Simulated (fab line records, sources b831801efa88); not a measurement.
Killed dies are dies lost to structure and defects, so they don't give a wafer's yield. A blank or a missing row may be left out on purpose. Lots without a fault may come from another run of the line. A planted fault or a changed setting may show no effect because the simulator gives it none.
Which tool did it? | flow sky130 | 24 lots, 72 wafers sampled, at 6 steps of a route of 708

WHAT THE GAUGES READ, wafer by wafer
SKY_VIA3_RS_MEAS_22: measures by four-point-probe. Usual: VIA3_W_RS 0.295 ohm/sq, standard deviation 0.0037.
lot  | measured     | on            | VIA3_W_RS (ohm/sq) | flag
L074 | day 39 23:31 | film_metro-02 | 0.296 0.290 0.295  |
L075 | day 40 05:31 | film_metro-02 | 0.299 0.300 0.297  |
L076 | day 40 11:55 | film_metro-02 | 0.297 0.290 0.291  |
L078 | day 40 21:11 | film_metro-02 | 0.297 0.298 0.295  |
L077 | day 41 01:05 | film_metro-03 | 0.293 0.289 0.292  |
L079 | day 41 15:27 | film_metro-02 | 0.299 0.297 0.298  |
L080 | day 41 16:13 | film_metro-04 | 0.293 0.289 0.295  |
L081 | day 42 03:02 | film_metro-04 | 0.290 0.293 0.289  |
L082 | day 42 03:55 | film_metro-04 | 0.295 0.295 0.289  |
L083 | day 42 10:06 | film_metro-04 | 0.293 0.293 0.294  |
L084 | day 43 00:47 | film_metro-03 | 0.297 0.291 0.293  |
L085 | day 43 03:30 | film_metro-03 | 0.294 0.292 0.302  |
L086 | day 43 11:29 | film_metro-04 | 0.293 0.293 0.294  |
L087 | day 43 14:37 | film_metro-02 | 0.299 0.296 0.299  |
L088 | day 44 00:14 | film_metro-04 | 0.297 0.300 0.294  |
L089 | day 44 11:48 | film_metro-03 | 0.288 0.301 0.298  |
L091 | day 44 18:46 | film_metro-03 | 0.288 0.288 0.287  |
L090 | day 44 19:17 | film_metro-04 | 0.302 0.300 0.297  |
L092 | day 45 06:28 | film_metro-04 | 0.288 0.288 0.289  |
L093 | day 45 13:20 | film_metro-04 | 0.291 0.297 0.286  |
L094 | day 45 19:52 | film_metro-03 | 0.294 0.296 0.291  |
L097 | day 46 06:55 | film_metro-04 | 0.294 0.290 0.288  |
L095 | day 46 07:47 | film_metro-04 | 0.298 0.297 0.299  |
L096 | day 46 11:21 | film_metro-02 | 0.295 0.296 0.294  |

WHICH TOOL RAN EACH LOT (tool, then ch and the chambers of the sampled wafers, then the start)
lot  | SKY_METAL2_SPUTTER_01        | SKY_METAL2_ETCH_18                | SKY_METAL3_SPUTTER_00        | SKY_METAL3_ETCH_16                | SKY_VIA3_SPUTTER_20
L074 | pvd_sputter-04, day 34 06:40 | rie_metal-01 ch 0,1, day 35 09:37 | pvd_sputter-01, day 36 15:13 | rie_metal-04 ch 0,1, day 38 20:38 | pvd_sputter-02, day 39 23:13
L075 | pvd_sputter-03, day 34 11:00 | rie_metal-04 ch 0, day 35 14:28   | pvd_sputter-02, day 36 20:04 | rie_metal-01 ch 1, day 39 01:01   | pvd_sputter-02, day 40 05:20
L076 | pvd_sputter-02, day 34 20:51 | rie_metal-01 ch 0,1, day 35 23:40 | pvd_sputter-01, day 37 04:29 | rie_metal-02 ch 0,1, day 39 09:05 | pvd_sputter-04, day 40 11:44
L078 | pvd_sputter-03, day 35 05:58 | rie_metal-01 ch 0,1, day 36 08:05 | pvd_sputter-03, day 37 13:20 | rie_metal-01 ch 0,1, day 39 18:05 | pvd_sputter-02, day 40 21:01
L077 | pvd_sputter-03, day 35 09:56 | rie_metal-03 ch 0,1, day 36 13:13 | pvd_sputter-01, day 37 18:11 | rie_metal-02 ch 0,1, day 39 22:16 | pvd_sputter-02, day 41 00:55
L079 | pvd_sputter-04, day 36 02:16 | rie_metal-03 ch 0, day 37 04:56   | pvd_sputter-01, day 38 09:57 | rie_metal-01 ch 0,1, day 40 12:29 | pvd_sputter-03, day 41 15:16
L080 | pvd_sputter-02, day 36 03:54 | rie_metal-01 ch 0,1, day 37 06:31 | pvd_sputter-02, day 38 10:35 | rie_metal-01 ch 0,1, day 40 13:30 | pvd_sputter-04, day 41 16:02
L081 | pvd_sputter-02, day 36 14:56 | rie_metal-03 ch 0, day 37 17:14   | pvd_sputter-03, day 38 22:22 | rie_metal-01 ch 0,1, day 41 00:32 | pvd_sputter-04, day 42 02:51
L082 | pvd_sputter-03, day 36 15:32 | rie_metal-04 ch 0,1, day 37 18:09 | pvd_sputter-01, day 38 22:56 | rie_metal-02 ch 0,1, day 41 00:56 | pvd_sputter-03, day 42 03:41
L083 | pvd_sputter-03, day 36 22:11 | rie_metal-03 ch 0, day 38 00:58   | pvd_sputter-01, day 39 05:14 | rie_metal-01 ch 0,1, day 41 08:06 | pvd_sputter-03, day 42 09:55
L084 | pvd_sputter-02, day 37 17:01 | rie_metal-01 ch 1, day 38 18:44   | pvd_sputter-03, day 39 22:43 | rie_metal-04 ch 0,1, day 41 23:09 | pvd_sputter-04, day 43 00:35
L085 | pvd_sputter-04, day 37 17:19 | rie_metal-03 ch 0, day 38 20:22   | pvd_sputter-01, day 40 00:15 | rie_metal-02 ch 0,1, day 42 01:17 | pvd_sputter-04, day 43 03:17
L086 | pvd_sputter-04, day 38 02:38 | rie_metal-01 ch 1, day 39 04:54   | pvd_sputter-01, day 40 08:47 | rie_metal-01 ch 0,1, day 42 09:44 | pvd_sputter-03, day 43 11:18
L087 | pvd_sputter-02, day 38 08:32 | rie_metal-04 ch 0,1, day 39 09:19 | pvd_sputter-01, day 40 12:42 | rie_metal-02 ch 0,1, day 42 12:53 | pvd_sputter-02, day 43 14:26
L088 | pvd_sputter-04, day 38 18:45 | rie_metal-04 ch 0,1, day 39 19:31 | pvd_sputter-01, day 40 23:35 | rie_metal-02 ch 0,1, day 42 23:53 | pvd_sputter-04, day 43 23:56
L089 | pvd_sputter-03, day 39 03:27 | rie_metal-04 ch 0,1, day 40 05:07 | pvd_sputter-02, day 41 08:19 | rie_metal-04 ch 0,1, day 43 08:29 | pvd_sputter-03, day 44 11:35
L091 | pvd_sputter-02, day 39 14:06 | rie_metal-03 ch 1, day 40 15:06   | pvd_sputter-03, day 41 17:44 | rie_metal-02 ch 0,1, day 43 18:12 | pvd_sputter-04, day 44 18:34
L090 | pvd_sputter-03, day 39 14:23 | rie_metal-04 ch 0,1, day 40 15:25 | pvd_sputter-01, day 41 17:56 | rie_metal-04 ch 0,1, day 43 18:29 | pvd_sputter-04, day 44 19:04
L092 | pvd_sputter-04, day 40 02:13 | rie_metal-04 ch 0, day 41 02:47   | pvd_sputter-03, day 42 05:41 | rie_metal-04 ch 0,1, day 44 05:14 | pvd_sputter-02, day 45 06:17
L093 | pvd_sputter-02, day 40 10:20 | rie_metal-03 ch 0,1, day 41 11:27 | pvd_sputter-03, day 42 14:03 | rie_metal-04 ch 0,1, day 44 12:44 | pvd_sputter-04, day 45 13:08
L094 | pvd_sputter-03, day 40 19:46 | rie_metal-04 ch 0,1, day 41 19:42 | pvd_sputter-03, day 42 22:36 | rie_metal-04 ch 0,1, day 44 19:12 | pvd_sputter-03, day 45 19:41
L097 | pvd_sputter-03, day 41 06:17 | rie_metal-04 ch 0,1, day 42 06:23 | pvd_sputter-03, day 43 10:58 | rie_metal-01 ch 0,1, day 45 06:33 | pvd_sputter-04, day 46 06:44
L095 | pvd_sputter-04, day 41 06:25 | rie_metal-03 ch 0,1, day 42 06:27 | pvd_sputter-01, day 43 11:34 | rie_metal-02 ch 0,1, day 45 07:42 | pvd_sputter-02, day 46 07:35
L096 | pvd_sputter-02, day 41 09:55 | rie_metal-03 ch 0,1, day 42 10:13 | pvd_sputter-03, day 43 13:55 | rie_metal-04 ch 0,1, day 45 11:44 | pvd_sputter-04, day 46 11:10
- SKY_METAL2_SPUTTER_01: material TiN, target thk 20 nm, time 16.7 s.
- SKY_METAL2_ETCH_18: etches BARC in N2/H2, stops on SiO2, time 45.9 s, target depth 60 nm.
- SKY_METAL3_SPUTTER_00: material Ti, target thk 15 nm, time 10 s.
- SKY_METAL3_ETCH_16: etches BARC in N2/H2, stops on SiO2, time 88.2 s, target depth 60 nm.
- SKY_VIA3_SPUTTER_20: material TiN, target thk 20 nm, time 80 s.

WHAT THE TOOLS THEMSELVES READ (means of the sampled wafers that have a number; where no wafer has one, the mark that the record gives instead)
SKY_METAL2_SPUTTER_01. Usual: chamber_pressure_pa 0.4000 Pa, standard deviation 0.0008; throttle_valve_pct 29.6 %, standard deviation 0.99.
lot  | tool           | chamber_pressure_pa (Pa) | throttle_valve_pct (%) | flag
L074 | pvd_sputter-04 | 0.4005                   | 29.7                   |
L075 | pvd_sputter-03 | 0.3997                   | 29.5                   |
L076 | pvd_sputter-02 | 0.3995                   | 29.4                   |
L078 | pvd_sputter-03 | 0.3996                   | 29.8                   |
L077 | pvd_sputter-03 | 0.3996                   | 29.5                   |
L079 | pvd_sputter-04 | 0.3996                   | 29.5                   |
L080 | pvd_sputter-02 | 0.3998                   | 30.2                   |
L081 | pvd_sputter-02 | 0.4000                   | 29.3                   |
L082 | pvd_sputter-03 | 0.4000                   | 29.7                   |
L083 | pvd_sputter-03 | 0.3997                   | 29.8                   |
L084 | pvd_sputter-02 | 0.4007                   | 29.4                   |
L085 | pvd_sputter-04 | 0.3994                   | 30.7                   |
L086 | pvd_sputter-04 | 0.4006                   | 29.7                   |
L087 | pvd_sputter-02 | 0.4003                   | 29.0                   |
L088 | pvd_sputter-04 | 0.3999                   | 29.6                   |
L089 | pvd_sputter-03 | 0.4004                   | 30.3                   |
L091 | pvd_sputter-02 | 0.4004                   | 30.0                   |
L090 | pvd_sputter-03 | 0.4003                   | 29.5                   |
L092 | pvd_sputter-04 | 0.4003                   | 30.0                   |
L093 | pvd_sputter-02 | 0.3996                   | 29.3                   |
L094 | pvd_sputter-03 | 0.4007                   | 30.2                   |
L097 | pvd_sputter-03 | 0.4000                   | 29.9                   |
L095 | pvd_sputter-04 | 0.4005                   | 30.4                   |
L096 | pvd_sputter-02 | 0.3999                   | 30.1                   |

SKY_METAL2_ETCH_18. Usual: drypump_motor_current_A 5.6 A, standard deviation 0.51; oes_product_au 0.855 a.u., standard deviation 0.0045; throttle_valve_pct 13.225 %, standard deviation 0.0092.
lot  | tool         | drypump_motor_current_A (A) | oes_product_au (a.u.) | throttle_valve_pct (%) | flag
L074 | rie_metal-01 | 5.6                         | 0.854                 | 13.229                 |
L075 | rie_metal-04 | 6.2                         | 0.856                 | 13.215                 |
L076 | rie_metal-01 | 5.9                         | 0.854                 | 13.220                 |
L078 | rie_metal-01 | 5.6                         | 0.854                 | 13.223                 |
L077 | rie_metal-03 | 5.6                         | 0.863                 | 13.226                 |
L079 | rie_metal-03 | 5.4                         | 0.859                 | 13.230                 |
L080 | rie_metal-01 | 5.9                         | 0.853                 | 13.224                 |
L081 | rie_metal-03 | 5.4                         | 0.849                 | 13.225                 |
L082 | rie_metal-04 | 5.3                         | 0.858                 | 13.222                 |
L083 | rie_metal-03 | 5.4                         | 0.858                 | 13.225                 |
L084 | rie_metal-01 | 5.2                         | 0.855                 | 13.213                 |
L085 | rie_metal-03 | 5.4                         | 0.854                 | 13.218                 |
L086 | rie_metal-01 | 5.2                         | 0.855                 | 13.235                 |
L087 | rie_metal-04 | 5.3                         | 0.853                 | 13.225                 |
L088 | rie_metal-04 | 5.3                         | 0.856                 | 13.225                 |
L089 | rie_metal-04 | 5.8                         | 0.853                 | 13.232                 |
L091 | rie_metal-03 | 6.1                         | 0.854                 | 13.226                 |
L090 | rie_metal-04 | 5.8                         | 0.855                 | 13.216                 |
L092 | rie_metal-04 | 6.2                         | 0.852                 | 13.236                 |
L093 | rie_metal-03 | 5.9                         | 0.855                 | 13.222                 |
L094 | rie_metal-04 | 5.8                         | 0.855                 | 13.230                 |
L097 | rie_metal-04 | 5.3                         | 0.854                 | 13.229                 |
L095 | rie_metal-03 | 5.9                         | 0.852                 | 13.220                 |
L096 | rie_metal-03 | 5.6                         | 0.857                 | 13.227                 |

SKY_METAL3_SPUTTER_00. Usual: chamber_pressure_pa 0.4001 Pa, standard deviation 0.00088; throttle_valve_pct 30.0 %, standard deviation 1.2.
lot  | tool           | chamber_pressure_pa (Pa) | throttle_valve_pct (%) | flag
L074 | pvd_sputter-01 | 0.3999                   | 30.1                   |
L075 | pvd_sputter-02 | 0.3995                   | 28.9                   |
L076 | pvd_sputter-01 | 0.4008                   | 30.3                   |
L078 | pvd_sputter-03 | 0.3998                   | 29.7                   |
L077 | pvd_sputter-01 | 0.4007                   | 29.5                   |
L079 | pvd_sputter-01 | 0.3995                   | 31.7                   |
L080 | pvd_sputter-02 | 0.3999                   | 29.3                   |
L081 | pvd_sputter-03 | 0.3991                   | 29.8                   |
L082 | pvd_sputter-01 | 0.3995                   | 31.8                   |
L083 | pvd_sputter-01 | 0.4001                   | 29.6                   |
L084 | pvd_sputter-03 | 0.4006                   | 29.9                   |
L085 | pvd_sputter-01 | 0.4000                   | 29.5                   |
L086 | pvd_sputter-01 | 0.3999                   | 30.8                   |
L087 | pvd_sputter-01 | 0.4008                   | 30.7                   |
L088 | pvd_sputter-01 | 0.4000                   | 30.1                   |
L089 | pvd_sputter-02 | 0.4008                   | 30.1                   |
L091 | pvd_sputter-03 | 0.4005                   | 30.0                   |
L090 | pvd_sputter-01 | 0.4003                   | 31.1                   |
L092 | pvd_sputter-03 | 0.4000                   | 29.8                   |
L093 | pvd_sputter-03 | 0.3998                   | 30.1                   |
L094 | pvd_sputter-03 | 0.4005                   | 29.5                   |
L097 | pvd_sputter-03 | 0.3995                   | 29.7                   |
L095 | pvd_sputter-01 | 0.4008                   | 29.7                   |
L096 | pvd_sputter-03 | 0.4000                   | 29.9                   |

SKY_METAL3_ETCH_16. Usual: drypump_motor_current_A 5.4 A, standard deviation 0.55; oes_product_au 0.626 a.u., standard deviation 0.0046; throttle_valve_pct 13.205 %, standard deviation 0.0093.
lot  | tool         | drypump_motor_current_A (A) | oes_product_au (a.u.) | throttle_valve_pct (%) | flag
L074 | rie_metal-04 | 5.8                         | 0.630                 | 13.209                 |
L075 | rie_metal-01 | 5.2                         | 0.624                 | 13.208                 |
L076 | rie_metal-02 | 5.0                         | 0.625                 | 13.200                 |
L078 | rie_metal-01 | 5.9                         | 0.619                 | 13.199                 |
L077 | rie_metal-02 | 5.1                         | 0.626                 | 13.205                 |
L079 | rie_metal-01 | 5.5                         | 0.625                 | 13.215                 |
L080 | rie_metal-01 | 5.9                         | 0.621                 | 13.210                 |
L081 | rie_metal-01 | 5.6                         | 0.621                 | 13.208                 |
L082 | rie_metal-02 | 5.0                         | 0.629                 | 13.205                 |
L083 | rie_metal-01 | 5.9                         | 0.623                 | 13.205                 |
L084 | rie_metal-04 | 5.8                         | 0.628                 | 13.211                 |
L085 | rie_metal-02 | 5.0                         | 0.621                 | 13.200                 |
L086 | rie_metal-01 | 5.6                         | 0.626                 | 13.201                 |
L087 | rie_metal-02 | 5.1                         | 0.625                 | 13.201                 |
L088 | rie_metal-02 | 5.0                         | 0.621                 | 13.206                 |
L089 | rie_metal-04 | 5.3                         | 0.628                 | 13.203                 |
L091 | rie_metal-02 | 5.0                         | 0.626                 | 13.207                 |
L090 | rie_metal-04 | 5.3                         | 0.627                 | 13.199                 |
L092 | rie_metal-04 | 5.3                         | 0.633                 | 13.206                 |
L093 | rie_metal-04 | 5.3                         | 0.627                 | 13.205                 |
L094 | rie_metal-04 | 5.3                         | 0.629                 | 13.210                 |
L097 | rie_metal-01 | 5.9                         | 0.629                 | 13.196                 |
L095 | rie_metal-02 | 5.1                         | 0.622                 | 13.202                 |
L096 | rie_metal-04 | 5.3                         | 0.628                 | 13.207                 |

SKY_VIA3_SPUTTER_20. Usual: chamber_pressure_pa 5.000 Pa, standard deviation 0.0095; throttle_valve_pct 29.5 %, standard deviation 1.1.
lot  | tool           | chamber_pressure_pa (Pa) | throttle_valve_pct (%) | flag
L074 | pvd_sputter-02 | 5.007                    | 29.9                   |
L075 | pvd_sputter-02 | 4.996                    | 29.5                   |
L076 | pvd_sputter-04 | 5.006                    | 30.0                   |
L078 | pvd_sputter-02 | 5.004                    | 29.4                   |
L077 | pvd_sputter-02 | 4.997                    | 28.9                   |
L079 | pvd_sputter-03 | 5.003                    | 29.6                   |
L080 | pvd_sputter-04 | 5.003                    | 29.3                   |
L081 | pvd_sputter-04 | 5.007                    | 29.7                   |
L082 | pvd_sputter-03 | 4.988                    | 29.7                   |
L083 | pvd_sputter-03 | 5.002                    | 29.5                   |
L084 | pvd_sputter-04 | 4.994                    | 29.5                   |
L085 | pvd_sputter-04 | 4.998                    | 29.6                   |
L086 | pvd_sputter-03 | 5.000                    | 29.7                   |
L087 | pvd_sputter-02 | 4.993                    | 30.0                   |
L088 | pvd_sputter-04 | 5.001                    | 30.6                   |
L089 | pvd_sputter-03 | 4.993                    | 29.7                   |
L091 | pvd_sputter-04 | 5.001                    | 30.1                   |
L090 | pvd_sputter-04 | 4.998                    | 29.9                   |
L092 | pvd_sputter-02 | 5.004                    | 30.6                   |
L093 | pvd_sputter-04 | 5.006                    | 28.0                   |
L094 | pvd_sputter-03 | 5.003                    | 29.8                   |
L097 | pvd_sputter-04 | 4.993                    | 29.2                   |
L095 | pvd_sputter-02 | 4.999                    | 29.0                   |
L096 | pvd_sputter-04 | 4.998                    | 29.0                   |

THE ANSWER, worked out from the rows above alone
Rule: a lot is off if the mean of its wafers that have a number lies more than 3 standard deviations from the usual mean. A lot without any number at a reading at which 4 lots or more have one is off too. The other lots that the step has rows for count as sound. The gauges are gone through in route order, then the tools' own readings, and for those a lot's mean is taken as printed above. The first step at which some lot is off is used, and at that step the reading that is off furthest; a lot without a number counts as furthest.
No lot is off at any reading shown: from this, nothing can be told.

WHAT THE SIMULATOR HAD PUT IN
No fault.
